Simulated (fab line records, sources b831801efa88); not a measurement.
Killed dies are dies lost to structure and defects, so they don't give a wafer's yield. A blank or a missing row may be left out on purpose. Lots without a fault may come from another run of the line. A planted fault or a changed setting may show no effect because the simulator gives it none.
A struck lot beside a sound one | flow sky130 | 22 steps out of a route of 708
Sound: wafers L987.1, L987.5, L987.6. Struck: wafers L991.1, L991.4, L991.6. The cause comes at the end.
At each step with rows: each side's tool, then ch and its chambers, then its first start. Under that, the readings that differ: sound wafers | struck wafers | difference of the means | sigmas: that difference in standard deviations of wafers without a fault.
alike: readings whose means differ by less than 2 such deviations, and words and numbers that are the same on both sides. not compared: withheld readings, readings that some wafer has no value for, bounds like >300 that may hide the same value, and numbers for which the record gives no deviation and whose values overlap.
The two part at a step that has a row with sigmas, a row that says differs or no value, or rows on one side only. Numbers that don't overlap but have no deviation are shown without sigmas and don't part them. A reading that every wafer of one side lacks parts them only if that side has two wafers or more.

SKY_POLY_GATE_THK_MEAS_21:
  sound on film_metro-02, day 15 21:07; struck on film_metro-04, day 17 23:27
  alike: POLY_GATE_OXIDATION_THK
SKY_POLY_GATE_CD_MEAS_22:
  sound on cd_sem-02, day 15 21:10; struck on cd_sem-01, day 17 23:31
  alike: cd_nm
then, 7 steps without rows for these wafers: SKY_LDD_N_DEHYDRATE_00 (time 60 s); SKY_LDD_N_HMDS_01 (prime time 60 s); SKY_LDD_N_COAT_02 (resist thk 300 nm); SKY_LDD_N_SOFTBAKE_03 (time 60 s); SKY_LDD_N_EXPOSE_04 (exposes mask NTM, target cd 840 nm); SKY_LDD_N_PEB_05; SKY_LDD_N_DEVELOP_06 (develop time 60 s).
SKY_LDD_N_OVL_MEAS_07:
  sound on overlay-02, day 17 02:19; struck on overlay-01, day 19 06:07
  alike: LDD_N_OVL
then, 2 steps without rows for these wafers: SKY_LDD_N_IMPLANT_08; SKY_LDD_N_IMPLANT_09.
SKY_LDD_N_IMPLANT_10:
  sound on implanter-03 ch 0, day 17 02:39; struck on implanter-02 ch 0, day 19 06:46
  alike: faraday_current_uA
then, 5 steps without rows for these wafers: SKY_LDD_N_IMPLANT_11; SKY_LDD_N_IMPLANT_12; SKY_LDD_N_IMPLANT_13; SKY_LDD_N_IMPLANT_14; SKY_LDD_N_IMPLANT_15.
SKY_LDD_N_STRIP_16: strips in O2/N2.
  sound on plasma_asher-03 ch 0,1, day 17 03:33; struck on plasma_asher-01 ch 1, day 19 07:45
  reading                      | sound             | struck            | difference | sigmas
  drypump_motor_current_A (A)  | 6.2 6.2 6.2       | 4.9 4.9 4.9       | -1.3       | -3
  strip_time_to_endpoint_s (s) | 4.324 4.321 4.308 | 4.543 4.527 4.518 | +0.212     | +15
  alike: oes_product_au
  not compared: rf_hours_counter_h
SKY_LDD_N_TW_MEAS_17:
  sound on film_metro-03, day 17 03:39; struck on film_metro-03, day 19 07:51
  reading  | sound          | struck         | difference | sigmas
  LDD_N_TW | 2592 2585 2593 | 2682 2697 2679 | +96        | +9
then, 1 step without rows for these wafers: SKY_LDD_P_DEHYDRATE_00 (time 60 s).
-- the record jumps here: 27 days lie between the struck wafers' starts before and after (it left off in module LDD_P and takes up again in module PAD_OPEN, whose first step shown is number 708 of the route) --
SKY_PAD_OPEN_PROBE_99:
  sound on prober-01, day 45 10:05; struck on prober-01, day 46 18:37
  reading                                    | sound                | struck               | difference | sigmas
  model.etest.tip_n.rs_ohm_sq                | 443.1 441.6 446.1    | 382.9 386.4 382.8    | -59.6      |
  model.etest.nfet_01v8_swapped.vt_sat_v (V) | 0.6713 0.6617 0.6663 | 0.6382 0.6334 0.6225 | -0.0351    |
  model.etest.nfet_01v8_turned.vt_sat_v (V)  | 0.666 0.6648 0.6669  | 0.6408 0.6306 0.6263 | -0.0333    |
  alike: killed_at_M0_to_M3, killed_at_M4_up, killed_at_contacts, killed_at_front_end, killed_at_other, killed_dies, killed_open, killed_short

WHERE THEY PART
First at SKY_LDD_N_STRIP_16; last, within this record, at SKY_LDD_N_TW_MEAS_17. Later steps at which nothing parts them and some readings are alike: SKY_PAD_OPEN_PROBE_99.

WHY: what the simulator had put in
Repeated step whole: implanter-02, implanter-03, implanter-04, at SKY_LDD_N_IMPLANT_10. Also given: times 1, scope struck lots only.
